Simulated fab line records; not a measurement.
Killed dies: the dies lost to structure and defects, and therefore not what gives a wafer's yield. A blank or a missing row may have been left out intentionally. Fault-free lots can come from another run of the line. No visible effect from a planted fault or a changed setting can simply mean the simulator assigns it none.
A struck lot beside a sound one | flow sky130 | 43 steps out of a route of 708
Sound: these wafers, L445.1, L445.4, L445.5. Struck: wafers L457.1, L457.5, L457.6. The cause comes at the end.
Each step with rows lists, per side, the tool, then ch with its chambers, then its first start. Under that, the readings that differ: sound wafers | struck wafers | difference of the means | sigmas: that difference in standard deviations of wafers without a fault.
alike: a reading whose means differ by less than 2 such deviations, as well as words and numbers matching on both sides. not compared: withheld readings; readings where some wafer has no value; bounds like >300 that might hide an equal value; numbers whose values overlap and for which the record gives no deviation.
A row with sigmas, a row that says differs or no value, or rows on one side alone: a step with any of these is where the two part. When numbers do not overlap yet have no deviation, they are printed without sigmas and do not part them. Lack of a reading on every wafer of one side parts them only where that side has two or more wafers.

first, 7 steps without rows for these wafers: SKY_LDD_LDN_DEHYDRATE_00 (time 60 s); SKY_LDD_LDN_HMDS_01 (prime time 60 s); SKY_LDD_LDN_COAT_02 (resist thk 1140 nm); SKY_LDD_LDN_SOFTBAKE_03 (time 60 s); SKY_LDD_LDN_EXPOSE_04 (exposes mask LDNTM, target cd 700 nm); SKY_LDD_LDN_PEB_05; SKY_LDD_LDN_DEVELOP_06 (develop time 60 s).
SKY_LDD_LDN_OVL_MEAS_07:
  struck on overlay-02, day 27 22:39; sound on overlay-01, day 23 14:31
  alike: LDD_LDN_OVL
then, 4 steps without rows for these wafers: SKY_LDD_LDN_IMPLANT_08; SKY_LDD_LDN_IMPLANT_09; SKY_LDD_LDN_IMPLANT_10; SKY_LDD_LDN_IMPLANT_11.
SKY_LDD_LDN_STRIP_12: strips in O2/N2.
  sound on plasma asher-03 ch 0,1, day 23 17:23; struck on plasma asher-03 ch 0,1, day 27 23:17
  alike: drypump motor current A, oes product au, strip time to endpoint s
  not compared: rf hours counter h
SKY_LDD_LDN_TW_MEAS_13:
  struck on film metro-02, day 27 23:23; sound on film metro-04, day 23 17:29
  reading    | sound          | struck         | difference | sigmas
  LDD_LDN_TW | 1506 1507 1510 | 1470 1467 1468 | -39        | -2
then, 2 steps without rows for these wafers: SKY_LDD_LDN_CLEAN_14 (cleans in SC1/SC2, time 150 s); SKY_SPACER_CVD_00 (deposits Si3N4 from DCS/NH3, target thk 43.1 nm, time 740 s).
SKY_SPACER_THK_MEAS_01:
  struck on film metro-03, day 28 00:42; sound on film metro-04, day 23 19:50
  alike: SPACER_CVD_00_THK
SKY_SPACER_ETCHBACK_02: etches Si3N4 in CH3F/O2, stops on SiO2, time 46.7 s, target depth 45 nm.
  sound on rie diel-04 ch 0,1, day 23 19:54; struck on rie diel-03 ch 0,3, day 28 00:46
  alike: ch3f flow sccm, drypump motor current A, oes product au, throttle valve pct
  not compared: rf hours counter h
then, 8 steps without rows for these wafers: SKY_POLY_CUT_DEHYDRATE_00 (time 60 s); SKY_POLY_CUT_HMDS_01 (prime time 60 s); SKY_POLY_CUT_COAT_02 (resist thk 60 nm); SKY_POLY_CUT_COAT_03 (resist thk 450 nm); SKY_POLY_CUT_SOFTBAKE_04 (time 90 s); SKY_POLY_CUT_EXPOSE_05 (exposes mask NPCM, target cd 270 nm); SKY_POLY_CUT_PEB_06; SKY_POLY_CUT_DEVELOP_07 (develop time 60 s).
SKY_POLY_CUT_CD_MEAS_08: target cd 270 nm.
  struck on cd sem-02, day 29 05:31; sound on cd sem-01, day 25 01:25
  alike: cd nm
SKY_POLY_CUT_OVL_MEAS_09:
  struck on overlay-01, day 29 05:38; sound on overlay-01, day 25 01:32
  alike: POLY_CUT_OVL
SKY_POLY_CUT_ETCH_10: etches BARC in N2/H2, stops on SiO2, time 45.9 s, target depth 60 nm.
  sound on rie diel-02 ch 1,2,3, day 25 01:35; struck on rie diel-04 ch 0,2,3, day 29 05:41
  alike: drypump motor current A, oes product au, throttle valve pct
  not compared: rf hours counter h
SKY_POLY_CUT_ETCH_11: etches Si3N4 in CF4/CH2F2/Ar, stops on poly-Si, time 42.5 s, target depth 60 nm.
  sound on rie diel-02 ch 1,2,3, day 25 01:37; struck on rie diel-04 ch 0,2,3, day 29 05:43
  alike: drypump motor current A, oes product au, throttle valve pct
  not compared: rf hours counter h
SKY_POLY_CUT_STRIP_12: strips in O2/N2.
  sound on plasma asher-02 ch 0, day 25 01:40; struck on plasma asher-03 ch 0,1, day 29 05:46
  reading                     | sound       | struck      | difference | sigmas
  drypump motor current A (A) | 5.0 5.0 5.0 | 5.9 6.2 5.9 | +1.0       | +2
  alike: oes product au, strip time to endpoint s
  not compared: rf hours counter h
then, 7 steps without rows for these wafers: SKY_SD_P_DEHYDRATE_00 (time 60 s); SKY_SD_P_HMDS_01 (prime time 60 s); SKY_SD_P_COAT_02 (resist thk 1140 nm); SKY_SD_P_SOFTBAKE_03 (time 60 s); SKY_SD_P_EXPOSE_04 (exposes mask PSDM, target cd 380 nm); SKY_SD_P_PEB_05; SKY_SD_P_DEVELOP_06 (develop time 60 s).
SKY_SD_P_CD_MEAS_07: target cd 380 nm.
  struck on cd sem-02, day 30 09:16; sound on cd sem-01, day 26 06:50
  alike: cd nm
SKY_SD_P_OVL_MEAS_08:
  struck on overlay-02, day 30 09:23; sound on overlay-02, day 26 06:58
  alike: SD_P_OVL
then, 1 step without rows for these wafers: SKY_SD_P_IMPLANT_09.
SKY_SD_P_STRIP_10: strips in O2/N2.
  sound on plasma asher-01 ch 0,1, day 26 07:08; struck on plasma asher-03 ch 0,1, day 30 09:35
  alike: drypump motor current A, oes product au, strip time to endpoint s
  not compared: rf hours counter h
-- record jumps: 19 days separate the struck wafers' starts on either side; left off in module SD_P, taken up again in module PAD_OPEN, whose first shown step is the route's number 708 --
SKY_PAD_OPEN_PROBE_99:
  the record has rows for the struck wafers here (prober-01, day 49 09:04) and none for the sound ones

WHERE THEY PART
Earliest at SKY_LDD_LDN_TW_MEAS_13; latest, in this record, at SKY_PAD_OPEN_PROBE_99.

WHY: whatever the simulator had introduced
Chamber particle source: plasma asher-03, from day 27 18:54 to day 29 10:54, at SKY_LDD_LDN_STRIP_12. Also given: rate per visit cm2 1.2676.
